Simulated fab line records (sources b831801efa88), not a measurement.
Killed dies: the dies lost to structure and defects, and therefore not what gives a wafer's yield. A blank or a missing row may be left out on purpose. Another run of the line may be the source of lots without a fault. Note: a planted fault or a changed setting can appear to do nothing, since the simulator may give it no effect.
Which of the tools did it? | flow gf180mcu | 15 lots with 45 wafers sampled at 3 steps, on a route of 602 steps

== WHAT THE GAUGES SHOWED, per wafer ==
GF_POLY_GATE_THK_MEAS_01. Usual: POLY_GATE_CVD_00_THK 199.1 nm, standard deviation 1.5.
lot  | measured     | on            | POLY_GATE_CVD_00_THK (nm) | flag
L674 | day 8 11:57  | film_metro-01 | 201.1 200.1 200.8         |
L676 | day 9 03:00  | film_metro-02 | 197.5 198.1 196.9         |
L678 | day 9 19:11  | film_metro-01 | 197.2 198.3 197.6         |
L680 | day 10 11:15 | film_metro-01 | 199.7 198.7 199.8         |
L682 | day 10 20:50 | film_metro-02 | 197.5 198.6 197.7         |
L684 | day 11 14:11 | film_metro-01 | 197.8 195.9 199.1         |
L686 | day 11 23:31 | film_metro-01 | 196.9 198.7 196.9         |
L687 | day 12 10:19 | film_metro-03 | 199.1 199.8 200.2         |
L688 | day 12 15:50 | film_metro-03 | 200.9 201.7 201.8         |
L689 | day 13 01:38 | film_metro-01 | 199.1 201.9 199.2         |
L692 | day 13 17:40 | film_metro-03 | 198.6 198.8 197.9         |
L694 | day 14 10:51 | film_metro-01 | 198.0 199.4 199.4         |
L695 | day 14 14:20 | film_metro-01 | 199.6 200.8 201.7         |
L696 | day 14 20:48 | film_metro-02 | 198.3 196.4 199.4         |
L697 | day 15 07:36 | film_metro-01 | 197.9 199.0 198.6         |

GF_SAB_THK_MEAS_01. Usual: SAB_CVD_00_THK 50.1 nm, standard deviation 0.61.
lot  | measured     | on            | SAB_CVD_00_THK (nm) | flag
L674 | day 14 07:47 | film_metro-04 | 49.6 50.5 50.7      |
L676 | day 14 22:49 | film_metro-01 | 49.8 49.0 50.7      |
L678 | day 15 20:34 | film_metro-02 | 49.8 50.0 51.4      |
L680 | day 16 17:37 | film_metro-04 | 49.2 50.1 49.9      |
L682 | day 17 06:41 | film_metro-01 | 49.0 51.0 50.3      |
L684 | day 18 02:08 | film_metro-02 | 50.8 49.8 50.3      |
L686 | day 18 15:50 | film_metro-02 | 49.8 51.0 50.8      |
L687 | day 18 23:56 | film_metro-02 | 50.4 50.2 50.7      |
L688 | day 19 10:12 | film_metro-01 | 49.1 50.1 50.7      |
L689 | day 19 20:01 | film_metro-02 | 49.2 49.4 49.7      |
L692 | day 20 15:56 | film_metro-02 | 49.9 49.0 49.4      |
L694 | day 21 13:17 | film_metro-02 | 49.5 50.0 50.3      |
L695 | day 21 16:40 | film_metro-01 | 49.4 49.5 51.0      |
L696 | day 22 00:13 | film_metro-02 | 48.8 50.3 50.1      |
L697 | day 22 11:14 | film_metro-04 | 50.1 50.9 50.5      |

== WHAT TOOL EACH LOT RAN ON (gives the tool, then ch and the chambers of the sampled wafers, and finally the start) ==
lot  | GF_VT_IMPLANT_RTA_45
L674 | rtp_anneal-01 ch 0, day 7 13:20
L676 | rtp_anneal-01 ch 0, day 8 03:20
L678 | rtp_anneal-01 ch 0, day 8 18:01
L680 | rtp_anneal-02 ch 0, day 9 07:59
L682 | rtp_anneal-02 ch 0, day 9 20:55
L684 | rtp_anneal-01 ch 0, day 10 13:21
L686 | rtp_anneal-01 ch 0, day 10 23:39
L687 | rtp_anneal-02 ch 0, day 11 05:05
L688 | rtp_anneal-01 ch 0, day 11 14:29
L689 | rtp_anneal-02 ch 0, day 11 20:29
L692 | rtp_anneal-01 ch 0, day 12 14:44
L694 | rtp_anneal-01 ch 0, day 13 07:16
L695 | rtp_anneal-02 ch 0, day 13 09:50
L696 | rtp_anneal-01 ch 0, day 13 18:34
L697 | rtp_anneal-01 ch 0, day 14 03:52
- GF_VT_IMPLANT_RTA_45: time 30 s.

== WHAT THE TOOLS THEMSELVES READ (means of the sampled wafers that have a number; where no wafer has one, the mark that the record gives instead) ==
GF_VT_IMPLANT_RTA_45. Usual: lamp_power_pct 36.5 %, standard deviation 1.2; wafer_temp_C_max 1055.9, standard deviation 1.5.
lot  | tool          | lamp_power_pct (%) | wafer_temp_C_max | flag
L674 | rtp_anneal-01 | 37.6               | 1056.3           |
L676 | rtp_anneal-01 | 37.6               | 1054.4           |
L678 | rtp_anneal-01 | 37.6               | 1055.8           |
L680 | rtp_anneal-02 | 35.1               | 1055.1           |
L682 | rtp_anneal-02 | 35.1               | 1055.4           |
L684 | rtp_anneal-01 | 37.5               | 1057.7           |
L686 | rtp_anneal-01 | 37.6               | 1055.8           |
L687 | rtp_anneal-02 | 35.1               | 1055.0           |
L688 | rtp_anneal-01 | 37.6               | 1056.5           |
L689 | rtp_anneal-02 | 35.0               | 1054.8           |
L692 | rtp_anneal-01 | 37.6               | 1057.4           |
L694 | rtp_anneal-01 | 37.5               | 1055.3           |
L695 | rtp_anneal-02 | 35.1               | 1055.3           |
L696 | rtp_anneal-01 | 37.5               | 1057.4           |
L697 | rtp_anneal-01 | 37.6               | 1056.3           |

== THE ANSWER, worked out from the rows above alone ==
Rule: a lot is off if the mean of its wafers that have a number lies more than 3 standard deviations from the usual mean. Also off: a lot with no number at a reading for which 4 or more lots have one. The other lots that the step has rows for count as sound. After the gauges, taken in route order, come the tools' own readings; for these a lot's mean is taken, as printed above. At the first step where some lot is off, the reading lying furthest off is the one used; lots without a number count as furthest.
Across all readings shown, no lot is off: no conclusion can be drawn from this.

== WHAT THE SIMULATOR HAD PUT IN ==
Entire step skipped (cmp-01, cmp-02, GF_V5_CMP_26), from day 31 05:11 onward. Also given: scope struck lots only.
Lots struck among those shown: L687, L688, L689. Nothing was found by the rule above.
